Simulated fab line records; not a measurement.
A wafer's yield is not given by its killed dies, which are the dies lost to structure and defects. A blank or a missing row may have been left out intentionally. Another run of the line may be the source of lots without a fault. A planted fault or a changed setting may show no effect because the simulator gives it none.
Which of the tools did it?	flow sky130	24 lots with 72 wafers sampled at 6 steps, on a route of 708 steps

== WHAT EACH GAUGE READ, for each wafer ==
SKY_VIA1_BOW_MEAS_03.
lot	measured	on	VIA1_BOW (um)
L074	day 32 17:55	film metro-04	83 84 82
L075	day 33 00:34	film metro-01	72 76 85
L076	day 33 14:17	film metro-04	86 68 74
L077	day 34 07:10	film metro-04	82 80 73
L078	day 34 08:18	film metro-04	84 81 90
L080	day 34 15:04	film metro-04	90 74 82
L079	day 34 16:27	film metro-04	73 88 77
L081	day 35 00:34	film metro-04	68 79 73
L082	day 36 00:25	film metro-04	94 95 90
L084	day 36 02:10	film metro-03	74 77 81
L083	day 36 08:26	film metro-03	83 80 74
L085	day 36 15:52	film metro-01	90 68 86
L086	day 36 17:14	film metro-03	86 76 85
L087	day 37 03:15	film metro-03	77 93 83
L088	day 37 11:17	film metro-04	81 82 89
L089	day 37 14:38	film metro-04	89 69 74
L090	day 37 20:37	film metro-01	78 80 81
L091	day 38 08:08	film metro-03	80 77 80
L092	day 38 16:17	film metro-01	92 76 79
L094	day 39 00:02	film metro-04	78 85 89
L095	day 39 08:24	film metro-03	76 79 84
L093	day 39 08:43	film metro-04	91 79 84
L096	day 39 14:40	film metro-01	89 88 86
L097	day 39 21:50	film metro-03	73 80 79

SKY_VIA2_THK_MEAS_23: measures by xrf.
lot	measured	on	VIA2_W_THK (nm)
L074	day 36 06:46	film metro-02	399 404 402
L075	day 36 11:05	film metro-04	419 406 411
L076	day 37 00:38	film metro-02	403 403 396
L077	day 37 19:02	film metro-03	421 420 421
L078	day 37 19:30	film metro-02	407 401 408
L080	day 38 01:59	film metro-04	408 414 416
L079	day 38 03:32	film metro-03	420 410 423
L081	day 38 11:38	film metro-03	418 414 413
L082	day 39 10:02	film metro-02	401 391 400
L084	day 39 11:25	film metro-02	400 395 398
L083	day 39 17:07	film metro-02	400 392 394
L085	day 40 00:31	film metro-02	401 402 404
L086	day 40 01:52	film metro-04	411 410 421
L087	day 40 12:43	film metro-04	420 421 423
L088	day 40 18:47	film metro-04	416 413 412
L089	day 40 22:14	film metro-04	414 417 416
L090	day 41 02:48	film metro-04	420 417 419
L091	day 41 14:19	film metro-02	407 410 408
L092	day 41 22:14	film metro-02	402 401 399
L094	day 42 05:41	film metro-02	401 400 403
L095	day 42 13:01	film metro-04	408 420 412
L093	day 42 12:17	film metro-02	398 404 400
L096	day 42 18:35	film metro-03	415 424 425
L097	day 43 01:11	film metro-04	413 414 421

SKY_METAL3_CD_MEAS_13: target cd 300 nm.
lot	measured	on	cd nm (nm)
L074	day 38 11:53	cd sem-01	299.2 299.9 299.4
L075	day 38 16:01	cd sem-02	301.2 300.2 300.1
L076	day 39 04:50	cd sem-02	302.6 299.6 299.8
L077	day 39 22:13	cd sem-02	299.9 300.7 299.0
L078	day 39 23:41	cd sem-01	297.8 297.5 299.5
L080	day 40 04:50	cd sem-02	297.3 299.1 297.5
L079	day 40 07:04	cd sem-01	299.6 299.1 299.6
L081	day 40 14:19	cd sem-01	301.3 301.0 300.7
L082	day 41 11:23	cd sem-02	299.3 296.5 297.0
L084	day 41 13:32	cd sem-02	301.0 300.8 301.9
L083	day 41 19:18	cd sem-02	300.1 299.3 299.7
L085	day 42 01:16	cd sem-02	300.4 299.5 300.1
L086	day 42 03:13	cd sem-01	302.0 301.2 301.4
L087	day 42 13:28	cd sem-02	299.1 299.1 300.3
L088	day 42 19:47	cd sem-01	298.5 299.6 297.9
L089	day 42 22:29	cd sem-01	297.1 296.6 295.5
L090	day 43 03:26	cd sem-01	299.0 298.9 298.3
L091	day 43 14:17	cd sem-02	298.7 300.9 299.2
L092	day 43 22:23	cd sem-01	299.3 298.8 299.5
L094	day 44 04:49	cd sem-02	297.4 297.7 299.6
L095	day 44 11:49	cd sem-01	299.9 301.0 300.1
L093	day 44 09:55	cd sem-01	297.0 298.7 299.4
L096	day 44 17:34	cd sem-01	301.3 300.9 300.6
L097	day 44 22:31	cd sem-01	298.8 298.5 299.8

SKY_VIA4_BOW_MEAS_03.
lot	measured	on	VIA4_BOW (um)
L074	day 41 19:56	film metro-03	76 76 73
L075	day 41 22:38	film metro-04	75 77 87
L076	day 42 11:11	film metro-04	90 74 78
L077	day 43 03:50	film metro-02	89 86 78
L078	day 43 05:01	film metro-03	82 77 85
L080	day 43 10:11	film metro-03	91 76 82
L079	day 43 12:06	film metro-03	61 77 67
L081	day 43 19:14	film metro-03	63 73 69
L082	day 44 13:59	film metro-03	86 87 83
L084	day 44 16:37	film metro-02	74 74 79
L083	day 44 21:43	film metro-02	76 73 68
L085	day 45 04:16	film metro-02	78 57 76
L086	day 45 05:08	film metro-02	79 70 79
L087	day 45 13:52	film metro-02	74 91 81
L088	day 45 18:30	film metro-04	79 83 87
L089	day 45 22:43	film metro-02	86 65 71
L090	day 46 03:30	film metro-02	78 77 78
L091	day 46 11:45	film metro-02	78 74 78
L092	day 46 19:37	film metro-03	80 65 66
L094	day 47 02:54	film metro-04	81 89 92
L095	day 47 08:37	film metro-03	72 73 79
L093	day 47 07:03	film metro-03	92 81 88
L096	day 47 12:44	film metro-04	89 89 85
L097	day 47 16:56	film metro-02	70 79 75

== WHICH TOOL RAN EACH LOT (tool, then ch and the chambers of the sampled wafers, then the start) ==
lot	SKY_LOCAL_INTERCONNECT_SPUTTER_00	SKY_METAL3_SPUTTER_04
L074	pvd sputter-01, day 29 02:41	pvd sputter-02, day 36 07:14
L075	pvd sputter-03, day 29 10:14	pvd sputter-04, day 36 11:47
L076	pvd sputter-02, day 29 22:53	pvd sputter-02, day 37 01:04
L077	pvd sputter-02, day 30 17:19	pvd sputter-03, day 37 19:30
L078	pvd sputter-01, day 30 18:10	pvd sputter-02, day 37 20:24
L080	pvd sputter-02, day 31 01:40	pvd sputter-03, day 38 02:27
L079	pvd sputter-01, day 31 02:32	pvd sputter-03, day 38 04:01
L081	pvd sputter-01, day 31 11:23	pvd sputter-04, day 38 12:06
L082	pvd sputter-02, day 32 11:50	pvd sputter-02, day 39 10:31
L084	pvd sputter-01, day 32 15:46	pvd sputter-03, day 39 11:52
L083	pvd sputter-02, day 32 19:59	pvd sputter-03, day 39 17:41
L085	pvd sputter-02, day 33 03:12	pvd sputter-02, day 40 00:58
L086	pvd sputter-02, day 33 05:32	pvd sputter-02, day 40 02:19
L087	pvd sputter-02, day 33 14:56	pvd sputter-03, day 40 13:11
L088	pvd sputter-03, day 33 22:51	pvd sputter-02, day 40 19:13
L089	pvd sputter-02, day 34 02:51	pvd sputter-04, day 40 22:41
L090	pvd sputter-01, day 34 09:27	pvd sputter-03, day 41 03:16
L091	pvd sputter-01, day 34 21:32	pvd sputter-03, day 41 14:46
L092	pvd sputter-03, day 35 05:44	pvd sputter-03, day 41 22:43
L094	pvd sputter-01, day 35 12:47	pvd sputter-03, day 42 06:08
L095	pvd sputter-02, day 35 21:41	pvd sputter-02, day 42 13:28
L093	pvd sputter-03, day 35 21:50	pvd sputter-02, day 42 12:46
L096	pvd sputter-03, day 36 04:30	pvd sputter-04, day 42 19:02
L097	pvd sputter-01, day 36 13:47	pvd sputter-02, day 43 01:40
- SKY_LOCAL_INTERCONNECT_SPUTTER_00: material TiN, target thk 100 nm, time 83.3 s.
- SKY_METAL3_SPUTTER_04: material TiN, target thk 70 nm, time 58.3 s.

== WHAT THE TOOLS THEMSELVES READ (means of the sampled wafers that have a number; where no wafer has one, the mark that the record gives instead) ==
SKY_LOCAL_INTERCONNECT_SPUTTER_00.
lot	tool	cathode dc power W (W)	throttle valve pct (%)
L074	pvd sputter-01	6501.8	30.3
L075	pvd sputter-03	6500.0	30.2
L076	pvd sputter-02	6499.8	29.5
L077	pvd sputter-02	6499.5	29.5
L078	pvd sputter-01	6500.3	30.9
L080	pvd sputter-02	6499.1	29.4
L079	pvd sputter-01	6500.5	30.4
L081	pvd sputter-01	6500.0	30.1
L082	pvd sputter-02	6500.5	30.4
L084	pvd sputter-01	6499.0	30.5
L083	pvd sputter-02	6499.9	29.5
L085	pvd sputter-02	6498.4	29.7
L086	pvd sputter-02	6500.3	29.5
L087	pvd sputter-02	6499.6	29.7
L088	pvd sputter-03	6501.1	29.2
L089	pvd sputter-02	6499.6	29.2
L090	pvd sputter-01	6499.2	31.0
L091	pvd sputter-01	6500.0	30.5
L092	pvd sputter-03	6499.4	30.0
L094	pvd sputter-01	6500.0	31.0
L095	pvd sputter-02	6500.0	29.6
L093	pvd sputter-03	6499.6	30.7
L096	pvd sputter-03	6498.3	30.4
L097	pvd sputter-01	6500.0	30.6

SKY_METAL3_SPUTTER_04.
lot	tool	cathode dc power W (W)	throttle valve pct (%)
L074	pvd sputter-02	6499.6	29.5
L075	pvd sputter-04	6500.7	29.7
L076	pvd sputter-02	6499.2	29.6
L077	pvd sputter-03	6500.4	30.7
L078	pvd sputter-02	6500.1	29.4
L080	pvd sputter-03	6499.9	30.6
L079	pvd sputter-03	6500.8	29.6
L081	pvd sputter-04	6499.7	30.2
L082	pvd sputter-02	6500.1	28.8
L084	pvd sputter-03	6500.1	30.7
L083	pvd sputter-03	6500.8	30.3
L085	pvd sputter-02	6498.9	28.8
L086	pvd sputter-02	6500.5	29.4
L087	pvd sputter-03	6500.3	30.5
L088	pvd sputter-02	6498.4	30.5
L089	pvd sputter-04	6499.5	29.9
L090	pvd sputter-03	6501.3	29.8
L091	pvd sputter-03	6499.9	30.4
L092	pvd sputter-03	6499.1	30.7
L094	pvd sputter-03	6498.6	29.5
L095	pvd sputter-02	6499.7	29.8
L093	pvd sputter-02	6500.1	29.4
L096	pvd sputter-04	6500.1	29.4
L097	pvd sputter-02	6500.5	30.5

== THE ANSWER, worked out from the rows above alone ==
Rule: usual is defined by the lots themselves. Put in order of their means at a reading, lots are off if they are a third of the lots or fewer, leave a main group of 4 or more, and stand apart from it by a gap of 3 or more times the standard deviation of the main group's means; of several such gaps the widest counts. The tables above print the reading to a certain number of digits; a main group whose means all agree to those digits is not used. Also off: a lot with no number at a reading for which 4 or more lots have one. Any other lot the step has rows for is counted as sound. Order of review: gauges by route order, followed by the tools' own readings, for which a lot's mean as printed above is used. The first step at which some lot is off is used, and at that step the reading that is off furthest; a lot without a number counts as furthest.
Across all readings shown, no lot is off: no conclusion can be drawn from this.

== WHAT THE SIMULATOR HAD PUT IN ==
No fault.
